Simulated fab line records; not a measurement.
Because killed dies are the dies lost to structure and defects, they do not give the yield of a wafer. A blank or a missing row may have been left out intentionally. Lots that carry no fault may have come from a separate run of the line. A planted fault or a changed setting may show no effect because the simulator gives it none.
A struck lot beside a sound one | flow sky130 | 17 out of 708 route steps
Sound: these wafers, L458.1, L458.4, L458.6. Struck: wafers L472.1, L472.4, L472.5. Last of all comes the cause.
For every step that has rows: the tool of each side, followed by ch and its chambers, followed by its first start. Under that, the readings that differ: sound wafers | struck wafers | difference of the means | sigmas: that difference in standard deviations of wafers without a fault.
alike: same words and numbers on both sides, and readings whose means sit less than 2 such deviations apart. not compared: any withheld reading, any reading some wafer has no value for, any bound like >300 that may hide the same value, and any number with overlapping values for which the record gives no deviation.
Wherever a step has rows on one side only, a row that says differs or no value, or a row with sigmas, the two part there. When numbers do not overlap yet have no deviation, they are printed without sigmas and do not part them. A reading that every wafer of one side lacks parts them only if that side has two wafers or more.

first, 5 steps without rows for these wafers: SKY_SD_N_COAT_02 (resist thk 1140 nm); SKY_SD_N_SOFTBAKE_03 (time 60 s); SKY_SD_N_EXPOSE_04 (exposes mask NSDM, target cd 380 nm); SKY_SD_N_PEB_05; SKY_SD_N_DEVELOP_06 (develop time 60 s).
SKY_SD_N_CD_MEAS_07: the cd target is 380 nm.
  sound: cd_sem-02 at day 28 19:15; struck: cd_sem-02 at day 34 07:55
  alike: cd_nm
SKY_SD_N_OVL_MEAS_08:
  sound: overlay-01 at day 28 19:22; struck: overlay-01 at day 34 08:02
  alike: SD_N_OVL
then, 2 steps without rows for these wafers: SKY_SD_N_IMPLANT_09; SKY_SD_N_IMPLANT_10.
SKY_SD_N_STRIP_11: strips in O2/N2.
  sound on plasma_asher-01 ch 0,1, day 28 19:43; struck on plasma_asher-04 ch 0,1, day 34 08:23
  alike: drypump_motor_current_A, oes_product_au, strip_time_to_endpoint_s
  not compared: rf_hours_counter_h
SKY_SD_N_TW_MEAS_12:
  sound: film_metro-02 at day 28 19:49; struck: film_metro-03 at day 34 08:29
  alike: SD_N_TW
then, 1 step without rows for these wafers: SKY_SD_N_CLEAN_13 (cleans in SC1/SC2, time 150 s).
SKY_SD_N_RTA_14: time 2 s.
  sound on rtp_anneal-02 ch 0, day 28 19:55; struck on rtp_anneal-01 ch 0, day 34 08:38
  reading          | sound                | struck               | difference | sigmas
  wafer_temp_C_max | 1078.3 1076.1 1076.9 | 1087.1 1088.5 1088.2 | +10.8      | +7
  alike: lamp_power_pct, ramp_up_c_per_s
SKY_SD_N_RS_MEAS_16: a four-point-probe measurement.
  sound: film_metro-04 at day 28 20:06; struck: film_metro-02 at day 34 08:49
  reading          | sound             | struck            | difference | sigmas
  SD_N_RS (ohm/sq) | 68.60 68.80 68.73 | 66.57 66.73 66.63 | -2.07      | -16
SKY_SD_N_RS_MEAS_17: a four-point-probe measurement.
  sound: film_metro-04 at day 28 20:13; struck: film_metro-02 at day 34 08:56
  reading          | sound             | struck            | difference | sigmas
  SD_P_RS (ohm/sq) | 147.0 147.2 147.2 | 137.6 137.7 137.5 | -9.5       | -23
SKY_SD_N_RS_MEAS_18: a four-point-probe measurement.
  sound: film_metro-04 at day 28 20:20; struck: film_metro-02 at day 34 09:03
  alike: RES_XHIGH_RS
-- the record jumps here: 16 days lie between the struck wafers' starts before and after (it left off in module SD_N and takes up again in module PAD_OPEN, whose first step shown is number 708 of the route) --
SKY_PAD_OPEN_PROBE_99:
  sound: prober-02 at day 46 12:15; struck: prober-02 at day 50 07:35
  reading                              | sound             | struck            | difference | sigmas
  model.etest.res_xhigh_po.line_ohm_um | 5602 5669 5822    | 5110 5147 5173    | -554       |
  model.etest.res_xhigh_po.rs_ohm_sq   | 1962 1986 2062    | 1783 1793 1796    | -213       |
  model.etest.pfet_01v8.r_on_ohm_um    | 2872 2854 2926    | 2782 2754 2756    | -120       |
  model.etest.res_pdiff.line_ohm_um    | 1341 1362 1347    | 1316 1327 1327    | -27        |
  model.etest.res_high_po.line_ohm_um  | 730.9 733.9 731.7 | 695.7 705.1 705.9 | -29.9      |
  model.etest.licon_high_po.rc_ohm     | 355.6 325.9 360.9 | 309.7 309.7 306.4 | -38.9      |
  model.etest.res_ndiff.line_ohm_um    | 750.7 774.2 758.5 | 748 743 745.2     | -16        |
  model.etest.res_high_po.rs_ohm_sq    | 256.3 256.1 262.5 | 243.1 247.6 245.1 | -13.0      |
  alike: killed_at_M0_to_M3, killed_at_M4_up, killed_at_contacts, killed_at_front_end, killed_at_other, killed_dies, killed_open, killed_short

## WHERE THEY PART
Earliest at SKY_SD_N_RTA_14; latest, in this record, at SKY_SD_N_RS_MEAS_17. Later steps at which nothing parts them and some readings are alike: SKY_SD_N_RS_MEAS_18, SKY_PAD_OPEN_PROBE_99.

WHY: the cause the simulator had injected
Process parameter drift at SKY_SD_N_RTA_14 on rtp_anneal-01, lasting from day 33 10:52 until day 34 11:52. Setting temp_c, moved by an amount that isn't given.
